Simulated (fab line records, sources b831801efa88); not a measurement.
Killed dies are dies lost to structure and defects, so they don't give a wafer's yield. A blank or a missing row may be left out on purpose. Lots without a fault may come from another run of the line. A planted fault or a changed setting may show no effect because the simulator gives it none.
One fault seen from 2 desks | flow gf180mcu | each desk has only its own numbers; what lay behind them comes last

THE TOOL OWNER'S DESK: cmp-02
The tool's own readings at GF_V3_CMP_04 (polishes SiO2): means of the sampled wafers that have a number, for each lot that ran on this tool. A lot is out of limits, marked OUT, if its mean lies more than 4 standard deviations from the usual mean; the brackets give that distance.
Columns: A = motor_current_A at GF_V3_CMP_04, usual 12.1 A; B = time_to_endpoint_s at GF_V3_CMP_04, usual 80 s
lot  | first seen here | A    | B
L422 | day 21 19:50    | 11.6 | 76
L425 | day 23 09:32    | 13.4 | 80
L434 | day 26 01:20    | 11.0 | 73
L436 | day 26 20:07    | 12.5 | 74
This desk's finding: nothing out of limits on any of the 4 lots.

THE METROLOGY DESK
What the gauges read, lot by lot, whatever tool the lot ran on: means of the sampled wafers that have a number. A lot is out of limits, marked OUT, if its mean lies more than 4 standard deviations from the usual mean; the brackets give that distance.
Columns: A = V5_CVD_02_THK at GF_V5_THK_MEAS_03, usual 1456 nm; B = PASSIVATION_CVD_02_THK at GF_PASSIVATION_THK_MEAS_03, usual 696 nm
lot  | first seen here | A    | B
L422 | day 26 20:32    | 1446 | 696
L423 | day 27 00:40    | 1444 | 691
L424 | day 27 14:17    | 1446 | 693
L425 | day 28 03:04    | 1471 | 695
L426 | day 28 12:49    | 1436 | 693
L429 | day 29 02:29    | 1448 | 694
L428 | day 29 07:04    | 1476 | 697
L434 | day 30 11:34    | 1453 | 699
L436 | day 31 03:49    | 1454 | 697
L439 | day 31 22:22    | 1452 | 699
L441 | day 32 14:44    | 1471 | 699
L442 | day 32 15:59    | 1460 | 704
L443 | day 32 21:50    | 1452 | 699
L444 | day 33 08:43    | 1445 | 694
This desk's finding: nothing out of limits on any of the 14 lots.

PUT TOGETHER
The tool owner's desk saw nothing out of limits.
The metrology desk saw nothing out of limits.

WHAT THE SIMULATOR HAD PUT IN
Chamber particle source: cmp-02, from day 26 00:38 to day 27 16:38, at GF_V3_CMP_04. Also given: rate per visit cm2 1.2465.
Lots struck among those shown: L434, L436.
